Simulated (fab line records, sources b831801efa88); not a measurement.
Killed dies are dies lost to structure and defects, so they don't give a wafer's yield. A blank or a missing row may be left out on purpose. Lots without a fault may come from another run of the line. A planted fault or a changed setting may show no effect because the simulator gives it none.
fab line records | flow gf180mcu
record lots=6 wafers=18 last_day=34
route steps=602 shown TOP_METAL@575 PASSIVATION@587
lots that met no fault: from a run of the same line without faults
start_h: hours from the record's first day to the start of the lot's first wafer shown | wait_h: hours since the lot's step before | " the same as in the row above | L1.1+2: a row that stands for several wafers | - no value, or no start given | * or withheld: withheld | < > ~ a bound
route shown NAME@n: a module of which the file shows steps, and the number in the route of the first | usual: mean/standard deviation of fault-free wafers | same: alike in all rows | chamber/n: place in a boat | sites: the reading at each site | _std_site: their standard deviation | _edge_site: outer sites' mean less inner sites' | radius_mm: how far each site lies from the wafer's centre | mask NAME#n: copy n | behind: the tool/chamber that last shaped the wafer | hold: why the lot was held/for how many hours/how that ended | device: the transistor (n, p or np) that didn't switch | end of line: the same wafers' tests at the end of the route | a step without rows: its recipe alone | killed: dies lost to structure and defects at the first sort, not the wafer's yield | map: a wafer's dies, x killed, . not, _ none there
set.NAME: the setting as run; set.NAME@STEP: as run at that earlier step | model.NAME: the simulator's own value behind a step, which no gauge read
lots at some steps of the route; a table a step, a row a wafer
services: from which hour (start_h, from the record's first day; less than 0 if before it) a tool's chamber was out of use, for how many hours, and why
## steps
# step GF_TOP_METAL_HMDS_08
# recipe prime_time_s=60 prime_temp_c=120
# step GF_TOP_METAL_COAT_09
# recipe resist=NOVOLAK spin_rpm=3062 resist_thk_nm=1500
# step GF_TOP_METAL_SOFTBAKE_10
# recipe temp_c=88.87 time_s=60 resist=NOVOLAK
# step GF_TOP_METAL_EXPOSE_11
# recipe mask_id=MetalTop target_cd_nm=440 na=0.6 source_shape=conventional sigma_outer=0.6 dose_mj=170
# step GF_TOP_METAL_PEB_12
# recipe temp_c=withheld time_s=* resist=NOVOLAK
# step GF_TOP_METAL_DEVELOP_13
# recipe develop_time_s=60 dev_temp_c=23
# step GF_TOP_METAL_CD_MEAS_14
# recipe target_cd_nm=440
# usual cd_nm=439.9/2.1
# columns lot.wafer tool chamber start_h wait_h cd_nm
L688.3 cd_sem-01 - 695.87 0.1 442.5
L688.4 " - " " 442.0
L688.6 " - " " 441.9
L690.2 cd_sem-01 - 709.70 0.1 443.5
L690.4 " - " " 441.9
L690.5 " - " " 443.3
L689.3 cd_sem-01 - 717.22 0.1 438.8
L689.4 " - " " 442.4
L689.6 " - " " 442.7
L700.2 cd_sem-01 - 771.21 0.1 443.8
L700.4 " - " " 442.4
L700.6 " - " " 442.1
L702.1 cd_sem-02 - 782.13 0.1 438.9
L702.3 " - " " 437.5
L702.5 " - " " 436.8
L705.1 cd_sem-01 - 793.34 0.1 440.2
L705.2 " - " " 440.1
L705.3 " - " " 440.0
# step GF_TOP_METAL_OVL_MEAS_15
# usual TOP_METAL_OVL=-0.2/1.2
# columns lot.wafer tool chamber start_h wait_h TOP_METAL_OVL[nm]
L688.3 overlay-01 - 695.97 0.1 -0.7
L688.4 " - " " -0.1
L688.6 " - " " 1.0
L690.2 overlay-02 - 709.81 0.1 -0.2
L690.4 " - " " -0.1
L690.5 " - " " -0.3
L689.3 overlay-01 - 717.31 0.1 -0.2
L689.4 " - " " -0.2
L689.6 " - " " 0.5
L700.2 overlay-02 - 771.31 0.1 2.3
L700.4 " - " " 1.6
L700.6 " - " " 0.2
L702.1 overlay-01 - 782.25 0.1 -0.1
L702.3 " - " " -0.3
L702.5 " - " " 0.9
L705.1 overlay-01 - 793.46 0.1 -1.0
L705.2 " - " " -0.8
L705.3 " - " " 0.0
# step GF_TOP_METAL_METAL_ETCH_16
# recipe chemistry=Cl2/BCl3 mask_material=NOVOLAK target_depth_nm=1077.5 stop_on=SiO2 pressure_mtorr=8 icp_w=800 bias_w=140 Cl2_flow_sccm=80 bcl3_flow_sccm=40 time_s=179.6
# usual drypump_motor_current_A=5.8/0.53 oes_product_au=0.966/0.0071 throttle_valve_pct=28.256/0.011
# columns lot.wafer tool chamber start_h wait_h drypump_motor_current_A oes_product_au rf_hours_counter_h throttle_valve_pct
L688.3 rie_metal-01 0 696.11 0.1 6.6 0.961 - 28.272
L688.4 " 0 " " 6.6 0.965 - 28.271
L688.6 " 0 " " 6.6 0.959 - 28.265
L690.2 rie_metal-03 0 709.84 0.0 5.5 0.966 13 28.287
L690.4 " 1 " " 5.1 0.959 - 28.258
L690.5 " 1 " " 5.2 0.965 - 28.277
L689.3 rie_metal-03 1 717.39 0.1 5.1 0.974 - 28.234
L689.4 " 0 " " 5.6 0.973 - 28.229
L689.6 " 1 " " 5.1 0.976 - 28.249
L700.2 rie_metal-04 1 771.34 0.0 5.5 0.984 13 28.235
L700.4 " 1 " " 5.5 0.973 - 28.258
L700.6 " 1 " " 5.4 0.969 - 28.249
L702.1 rie_metal-01 0 782.29 0.0 6.6 0.973 16 28.242
L702.3 " 1 " " 5.9 0.974 - 28.244
L702.5 " 0 " " 6.6 0.966 - 28.249
L705.1 rie_metal-03 1 793.49 0.0 5.1 0.958 10 28.259
L705.2 " 0 " " 5.6 0.976 0 28.257
L705.3 " 1 " " 5.1 0.970 - 28.265
# step GF_TOP_METAL_STRIP_17
# recipe chemistry=O2/N2 power_w=1400 pressure_mtorr=1500 platen_temp_c=250 o2_flow_sccm=3000 n2_flow_sccm=300 overash_fraction=0.5
# usual drypump_motor_current_A=5.6/0.32 heater_power_w=326/37 oes_product_au=0.710/0.0047 strip_time_to_endpoint_s=13.33/0.087
# same overash_fraction=0.5
# columns lot.wafer tool chamber start_h wait_h drypump_motor_current_A heater_power_w oes_product_au rf_hours_counter_h strip_time_to_endpoint_s
L688.3 plasma_asher-04 0 696.37 0.2 5.5 401 0.711 - 13.39
L688.4 " 1 " " 6.2 305 0.718 - 13.40
L688.6 " 0 " " 5.5 402 0.701 - 13.44
L690.2 plasma_asher-04 0 710.01 0.1 5.4 401 0.709 96 13.32
L690.4 " 1 " " 6.2 305 0.712 - 13.25
L690.5 " 1 " " 6.2 313 0.709 - 13.32
L689.3 plasma_asher-04 1 717.54 0.1 6.3 309 0.703 - 13.30
L689.4 " 0 " " 5.5 408 0.700 - 13.30
L689.6 " 1 " " 6.3 306 0.710 - 13.30
L700.2 plasma_asher-02 0 771.52 0.1 5.5 308 0.702 38 13.31
L700.4 " 1 " " 5.3 310 0.707 - 13.25
L700.6 " 0 " " 5.5 306 0.709 - 13.32
L702.1 plasma_asher-01 0 782.46 0.1 5.4 316 0.720 68 13.42
L702.3 " 0 " " 5.4 313 0.700 - 13.33
L702.5 " 0 " " 5.4 323 0.710 - 13.43
L705.1 plasma_asher-02 0 793.67 0.1 5.6 302 0.718 40 13.24
L705.2 " 1 " " 5.3 308 0.714 40 13.23
L705.3 " 1 " " 5.3 312 0.716 - 13.22
# step GF_TOP_METAL_STRIP_18
# recipe chemistry=post_etch_residue_remover time_s=1200 temp_c=72.5
# step GF_TOP_METAL_CLEAN_19
# recipe chemistry=DIW dry=n2_spin
# step GF_PASSIVATION_CVD_00
# recipe material=SiO2 target_thk_nm=1000 precursor=TEOS temp_c=400 time_s=111.95 rf_w=600
# usual heater_power_w=582/78
# columns lot.wafer tool chamber start_h wait_h heater_power_w model.SiO2_of_PASSIVATION_CVD_00.thk_nm
L688.3 pecvd-03 0 696.91 0.0 611 1011
L688.4 " 1 " " 694 1015
L688.6 " 2 " " 668 1011
L690.2 pecvd-04 1 710.55 0.0 531 981.2
L690.4 " 0 " " 637 982.3
L690.5 " 2 " " 522 993.4
L689.3 pecvd-02 0 718.04 0.0 518 974.7
L689.4 " 1 " " 606 1010
L689.6 " 2 " " 611 1007
L700.2 pecvd-03 0 772.10 0.0 623 990
L700.4 " 2 " " 696 804.9
L700.6 " 1 " " 550 1007
L702.1 pecvd-03 2 783.03 0.0 641 812.9
L702.3 " 0 " " 587 989.8
L702.5 " 2 " " 675 820.4
L705.1 pecvd-04 1 794.20 0.0 454 989.3
L705.2 " 0 " " 578 977.9
L705.3 " 2 " " 534 975
# step GF_PASSIVATION_THK_MEAS_01
# recipe reads=SiO2_of_PASSIVATION_CVD_00
# usual PASSIVATION_CVD_00_THK=993/13
# columns lot.wafer tool chamber start_h wait_h hold PASSIVATION_CVD_00_THK[nm]
L688.3 film_metro-01 - 697.01 0.1 - 1011
L688.4 " - " " - 1016
L688.6 " - " " - 1011
L690.2 film_metro-01 - 710.64 0.0 - 982
L690.4 " - " " - 982
L690.5 " - " " - 993
L689.3 film_metro-02 - 718.14 0.1 - 974
L689.4 " - " " - 1011
L689.6 " - " " - 1007
L700.2 film_metro-02 - 772.19 0.0 await_dispo/0.2h/release 990
L700.4 " - " " await_dispo/0.2h/release 805
L700.6 " - " " await_dispo/0.2h/release 1007
L700.2 film_metro-02 - 772.49 0.3 - 990
L700.4 " - " " - 806
L700.6 " - " " - 1007
L702.1 film_metro-03 - 783.11 0.0 await_dispo/0.2h/release 813
L702.3 " - " " await_dispo/0.2h/release 990
L702.5 " - " " await_dispo/0.2h/release 820
L702.1 film_metro-03 - 783.33 0.2 - 813
L702.3 " - " " - 990
L702.5 " - " " - 820
L705.1 film_metro-03 - 794.28 0.0 - 990
L705.2 " - " " - 978
L705.3 " - " " - 976
# step GF_PASSIVATION_CVD_02
# recipe material=Si3N4 target_thk_nm=700 time_s=486.18 temp_c=400 rf_w=450
# usual heater_power_w=647/79
# columns lot.wafer tool chamber start_h wait_h hold heater_power_w
L688.3 pecvd-02 0 697.05 0.0 - 668
L688.4 " 0 " " - 532
L688.6 " 1 " " - 642
L690.2 pecvd-02 2 710.69 0.0 - 773
L690.4 " 2 " " - 796
L690.5 " 1 " " - 625
L689.3 pecvd-03 2 718.18 0.0 - 689
L689.4 " 2 " " - 697
L689.6 " 0 " " - 678
L700.2 pecvd-04 0 776.41 3.9 await_dispo/3.8h/release 590
L700.4 " 2 " " await_dispo/3.8h/release 565
L700.6 " 1 " " await_dispo/3.8h/release 548
L702.1 pecvd-02 0 785.47 2.1 await_dispo/2.1h/release 598
L702.3 " 2 " " await_dispo/2.1h/release 780
L702.5 " 0 " " await_dispo/2.1h/release 627
L705.1 pecvd-03 0 794.34 0.1 - 614
L705.2 " 2 " " - 689
L705.3 " 1 " " - 722
# step GF_PASSIVATION_THK_MEAS_03
# recipe reads=Si3N4_of_PASSIVATION_CVD_02
# usual PASSIVATION_CVD_02_THK=701/10
# columns lot.wafer tool chamber start_h wait_h PASSIVATION_CVD_02_THK[nm]
L688.3 film_metro-02 - 697.36 0.2 702
L688.4 " - " " 710
L688.6 " - " " 729
L690.2 film_metro-03 - 710.99 0.2 689
L690.4 " - " " 689
L690.5 " - " " 705
L689.3 film_metro-01 - 718.49 0.2 698
L689.4 " - " " 712
L689.6 " - " " 715
L700.2 film_metro-02 - 776.76 0.2 693
L700.4 " - " " 709
L700.6 " - " " 706
L702.1 film_metro-01 - 785.83 0.2 691
L702.3 " - " " 703
L702.5 " - " " 696
L705.1 film_metro-02 - 794.62 0.1 700
L705.2 " - " " 705
L705.3 " - " " 700
# step GF_PASSIVATION_DEHYDRATE_04
# recipe temp_c=200 time_s=60
# step GF_PASSIVATION_HMDS_05
# recipe prime_time_s=60 prime_temp_c=120
# step GF_PASSIVATION_COAT_06
# recipe spin_rpm=2000 resist_thk_nm=4000
# step GF_PASSIVATION_SOFTBAKE_07
# recipe temp_c=110 time_s=withheld
# step GF_PASSIVATION_EXPOSE_08
# recipe mask_id=Pad target_cd_nm=40000 na=0.57 dose_mj=310
# step GF_PASSIVATION_PEB_09
# recipe temp_c=115 time_s=withheld
# step GF_PASSIVATION_DEVELOP_10
# recipe develop_time_s=60 dev_temp_c=23
# step GF_PASSIVATION_ETCH_11
# recipe chemistry=CF4/O2 target_depth_nm=1800 stop_on=TiN source_w=800 bias_w=150 pressure_mtorr=150 cf4_flow_sccm=80 O2_flow_sccm=10 time_s=400
# usual drypump_motor_current_A=5.5/0.32 oes_product_au=0.961/0.0075 throttle_valve_pct=5.959/0.0095
# columns lot.wafer tool chamber start_h wait_h drypump_motor_current_A oes_product_au rf_hours_counter_h throttle_valve_pct model.PASSIVATION.feature_depth_nm model.etch.depth_nm
L688.3 rie_diel-01 2 715.39 - 5.4 0.972 24 5.952 1713 1713
L688.4 " 1 " " 4.9 0.967 11 5.969 1725 1725
L688.6 " 0 " " 5.8 0.974 - 5.972 1741 1741
L690.2 rie_diel-04 1 728.54 - 5.2 0.940 9 5.974 1670 1670
L690.4 " 0 " " 5.7 0.953 17 5.951 1671 1671
L690.5 " 0 " " 5.7 0.956 - 5.950 1698 1698
L689.3 rie_diel-03 0 735.79 - 5.9 0.958 11 5.958 1673 1673
L689.4 " 3 " " 5.6 0.971 - 5.956 1723 1723
L689.6 " 1 " " 5.0 0.978 - 5.956 1722 1722
L700.2 rie_diel-01 2 787.88 - 5.4 0.963 27 5.957 1683 1683
L700.4 " 2 " " 5.4 0.897 - 5.936 1514 1514
L700.6 " 3 " " 6.2 0.965 - 5.972 1713 1713
L702.1 rie_diel-03 0 797.69 - 5.9 0.904 15 5.947 1504 1504
L702.3 " 2 " " 5.3 0.959 2 5.968 1693 1693
L702.5 " 3 " " 5.6 0.898 - 5.931 1516 1516
L705.1 rie_diel-03 3 809.29 - 5.6 0.962 14 5.965 1689 1689
L705.2 " 1 " " 5.0 0.953 8 5.980 1683 1683
L705.3 " 2 " " 5.3 0.960 2 5.961 1675 1675
# step GF_PASSIVATION_STRIP_12
# recipe chemistry=O2/N2 power_w=1400 pressure_mtorr=1500 platen_temp_c=250 o2_flow_sccm=3000 n2_flow_sccm=300 overash_fraction=0.5
# usual drypump_motor_current_A=5.8/0.44 heater_power_w=303/11 oes_product_au=0.719/0.0042 strip_time_to_endpoint_s=34.83/0.22
# same overash_fraction=0.5
# columns lot.wafer tool chamber start_h wait_h drypump_motor_current_A heater_power_w oes_product_au rf_hours_counter_h strip_time_to_endpoint_s
L688.3 plasma_asher-02 1 715.66 0.2 5.3 313 0.730 - 34.91
L688.4 " 0 " " 5.6 302 0.716 - 34.98
L688.6 " 1 " " 5.3 304 0.716 - 34.72
L690.2 plasma_asher-03 0 728.78 0.1 6.5 305 0.723 105 34.71
L690.4 " 0 " " 6.5 302 0.710 - 34.62
L690.5 " 0 " " 6.5 302 0.718 - 34.62
L689.3 plasma_asher-01 0 736.06 0.2 5.4 316 0.720 - 35.05
L689.4 " 1 " " 5.7 303 0.728 - 35.10
L689.6 " 0 " " 5.4 309 0.721 - 35.12
L700.2 plasma_asher-01 0 788.12 0.1 5.4 317 0.714 69 34.93
L700.4 " 1 " " 5.7 305 0.716 - 34.97
L700.6 " 0 " " 5.4 319 0.713 - 34.77
L702.1 plasma_asher-01 0 797.92 0.1 5.4 316 0.722 70 34.85
L702.3 " 0 " " 5.4 315 0.726 - 34.77
L702.5 " 1 " " 5.7 304 0.719 - 34.63
L705.1 plasma_asher-03 1 809.53 0.1 6.2 299 0.720 7 34.88
L705.2 " 0 " " 6.5 294 0.716 7 35.13
L705.3 " 1 " " 6.1 295 0.722 - 35.16
## services
# columns tool chamber start_h hours kind
rie_metal-01 1 686.53 29.7 repair
rie_diel-01 3 688.65 12.0 repair
rie_diel-03 1 697.38 2.6 repair
rie_diel-01 3 706.56 3.5 repair
rie_metal-01 1 716.24 - clean
rie_metal-01 1 716.24 16.9 scheduled_down
rie_metal-01 1 716.24 16.9 vent_cycle
pecvd-03 2 721.58 10.7 repair
rie_diel-03 2 732.13 6.8 repair
plasma_asher-03 - 733.75 9.0 pm
plasma_asher-03 0 733.75 9.0 vent_cycle
plasma_asher-03 1 733.75 9.0 vent_cycle
rie_diel-03 2 738.98 - clean
rie_diel-03 2 738.98 21.5 scheduled_down
rie_diel-03 2 738.98 21.5 vent_cycle
plasma_asher-01 - 742.45 4.4 repair
plasma_asher-03 0 742.75 - clean
plasma_asher-03 1 742.75 - clean
rie_metal-01 0 767.53 10.6 repair
rie_metal-03 0 768.17 - clean
rie_metal-03 0 768.17 18.9 scheduled_down
rie_metal-03 0 768.17 18.9 vent_cycle
rie_metal-01 - 792.01 2.8 pm
pecvd-03 - 806.66 1.6 repair
## key
first_sign step=GF_PASSIVATION_THK_MEAS_01 reading=visit direction=added
effect step=GF_PASSIVATION_THK_MEAS_01 reading=PASSIVATION_CVD_00_THK direction=down sigmas=14 usual=993 struck=813
effect step=GF_PASSIVATION_ETCH_11 reading=oes_product_au direction=down sigmas=8.1 usual=0.961 struck=0.900
model_effect step=GF_PASSIVATION_CVD_00 value=SiO2_of_PASSIVATION_CVD_00.thk_nm without=990.1 struck=812.7
model_effect step=GF_PASSIVATION_ETCH_11 value=PASSIVATION.feature_depth_nm without=1689 struck=1511
met_at GF_PASSIVATION_CVD_00
struck_wafers L700.4,L702.1,L702.5
onset_between 696.91 772.10
fault kind=process_parameter_drift tool=pecvd-03 chamber=2 onset_h=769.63 steps=GF_PASSIVATION_CVD_00 channel=target_thk_nm offset=-176.93 shape=step end_h=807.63 acts_in=these_recipes_only stated=1000
